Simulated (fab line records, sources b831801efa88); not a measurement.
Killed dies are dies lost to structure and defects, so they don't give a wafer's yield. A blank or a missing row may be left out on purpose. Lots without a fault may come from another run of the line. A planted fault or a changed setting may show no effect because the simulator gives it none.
Which tool did it? | flow sky130 | 13 lots, 37 wafers sampled, at 4 steps of a route of 708

WHAT THE GAUGES READ, wafer by wafer
SKY_FIELD_ISO_BOW_MEAS_00.
lot  | measured    | on            | INCOMING_BOW (um)
L308 | day 1 20:01 | film_metro-03 | 0 -2 -1
L309 | day 2 01:00 | film_metro-02 | 4 -4 18
L310 | day 2 06:01 | film_metro-02 | -7 8 -5
L311 | day 2 11:04 | film_metro-03 | -13 5 -1
L316 | day 3 12:04 | film_metro-03 | 7 8
L317 | day 3 17:04 | film_metro-02 | -14 -7
L321 | day 4 13:01 | film_metro-02 | -9 4 5
L322 | day 4 18:01 | film_metro-01 | 1 1 4
L324 | day 5 04:00 | film_metro-02 | -2 3 -2
L325 | day 5 09:00 | film_metro-01 | -1 3 -1
L327 | day 5 19:00 | film_metro-01 | 10 -1 -3
L328 | day 6 00:01 | film_metro-02 | -5 -4 -5
L329 | day 6 05:00 | film_metro-02 | -6 -2 8

SKY_VT_ADJUST_NCORE_OVL_MEAS_08.
lot  | measured     | on         | VT_ADJUST_NCORE_OVL (nm)
L308 | day 9 06:18  | overlay-02 | -2.1 -0.7 -1.0
L309 | day 9 16:53  | overlay-02 | -0.7 -0.1 0.1
L310 | day 9 18:47  | overlay-01 | -2.8 -1.3 -3.0
L311 | day 10 04:45 | overlay-01 | -1.8 -3.4 -1.1
L316 | day 11 16:27 | overlay-02 | 0.2 -0.4
L317 | day 11 22:09 | overlay-01 | -1.0 -0.4
L321 | day 12 19:14 | overlay-02 | -1.8 -0.1 -2.0
L322 | day 13 02:59 | overlay-02 | -2.9 -2.8 -1.4
L324 | day 13 12:21 | overlay-01 | -4.9 -5.6 -5.3
L325 | day 13 21:05 | overlay-02 | -2.0 -0.4 -0.9
L327 | day 14 09:59 | overlay-02 | -1.8 -4.1 -1.9
L328 | day 14 17:21 | overlay-01 | -0.4 0.2 -0.1
L329 | day 15 00:05 | overlay-02 | -0.5 -0.3 0.2

SKY_VT_ADJUST_PCH_TW_MEAS_10.
lot  | measured     | on            | VT_ADJUST_PCH_TW
L308 | day 11 03:50 | film_metro-01 | 143.9 143.8 143.6
L309 | day 11 13:18 | film_metro-04 | 144.1 144.0 143.9
L310 | day 11 16:22 | film_metro-02 | 143.4 143.2 143.8
L311 | day 12 01:05 | film_metro-01 | 142.6 143.0 142.6
L316 | day 13 15:30 | film_metro-01 | 141.2 143.5
L317 | day 13 21:33 | film_metro-04 | 140.9 143.9
L321 | day 14 22:37 | film_metro-04 | 144.4 144.5 144.7
L322 | day 15 08:01 | film_metro-02 | 144.0 143.3 143.0
L324 | day 15 18:49 | film_metro-01 | 143.6 144.0 144.0
L325 | day 16 03:34 | film_metro-02 | 142.2 143.1 142.6
L327 | day 16 17:34 | film_metro-01 | 142.7 143.4 143.6
L328 | day 17 00:56 | film_metro-04 | 145.6 145.8 145.5
L329 | day 17 07:24 | film_metro-02 | 142.2 142.3 143.6

WHICH TOOL RAN EACH LOT (tool, then ch and the chambers of the sampled wafers, then the start)
lot  | SKY_VT_ADJUST_PCH_IMPLANT_08
L308 | implanter-03 ch 0, day 11 03:36
L309 | implanter-02 ch 0, day 11 13:03
L310 | implanter-04 ch 0, day 11 16:08
L311 | implanter-03 ch 0, day 12 00:53
L316 | implanter-03 ch 0, day 13 15:18
L317 | implanter-03 ch 0, day 13 21:21
L321 | implanter-04 ch 0, day 14 22:23
L322 | implanter-04 ch 0, day 15 07:45
L324 | implanter-02 ch 0, day 15 18:34
L325 | implanter-02 ch 0, day 16 03:19
L327 | implanter-02 ch 0, day 16 17:19
L328 | implanter-04 ch 0, day 17 00:42
L329 | implanter-02 ch 0, day 17 07:09
- SKY_VT_ADJUST_PCH_IMPLANT_08

WHAT THE TOOLS THEMSELVES READ (means of the sampled wafers that have a number; where no wafer has one, the mark that the record gives instead)
SKY_VT_ADJUST_PCH_IMPLANT_08.
lot  | tool         | end_station_pressure_torr (Torr)
L308 | implanter-03 | 5e-06
L309 | implanter-02 | 5e-06
L310 | implanter-04 | 5e-06
L311 | implanter-03 | 5e-06
L316 | implanter-03 | 5e-06
L317 | implanter-03 | 5e-06
L321 | implanter-04 | 5e-06
L322 | implanter-04 | 5e-06
L324 | implanter-02 | 5e-06
L325 | implanter-02 | 5e-06
L327 | implanter-02 | 5e-06
L328 | implanter-04 | 5e-06
L329 | implanter-02 | 5e-06

THE ANSWER, worked out from the rows above alone
Rule: what is usual is taken from the lots themselves. Put in order of their means at a reading, lots are off if they are a third of the lots or fewer, leave a main group of 4 or more, and stand apart from it by a gap of 3 or more times the standard deviation of the main group's means; of several such gaps the widest counts. A main group whose means are all the same, to the digits that the tables above print for the reading, isn't used. A lot without any number at a reading at which 4 lots or more have one is off too. The other lots that the step has rows for count as sound. The gauges are gone through in route order, then the tools' own readings, and for those a lot's mean is taken as printed above. The first step at which some lot is off is used, and at that step the reading that is off furthest; a lot without a number counts as furthest.
No lot is off at any reading shown: from this, nothing can be told.

WHAT THE SIMULATOR HAD PUT IN
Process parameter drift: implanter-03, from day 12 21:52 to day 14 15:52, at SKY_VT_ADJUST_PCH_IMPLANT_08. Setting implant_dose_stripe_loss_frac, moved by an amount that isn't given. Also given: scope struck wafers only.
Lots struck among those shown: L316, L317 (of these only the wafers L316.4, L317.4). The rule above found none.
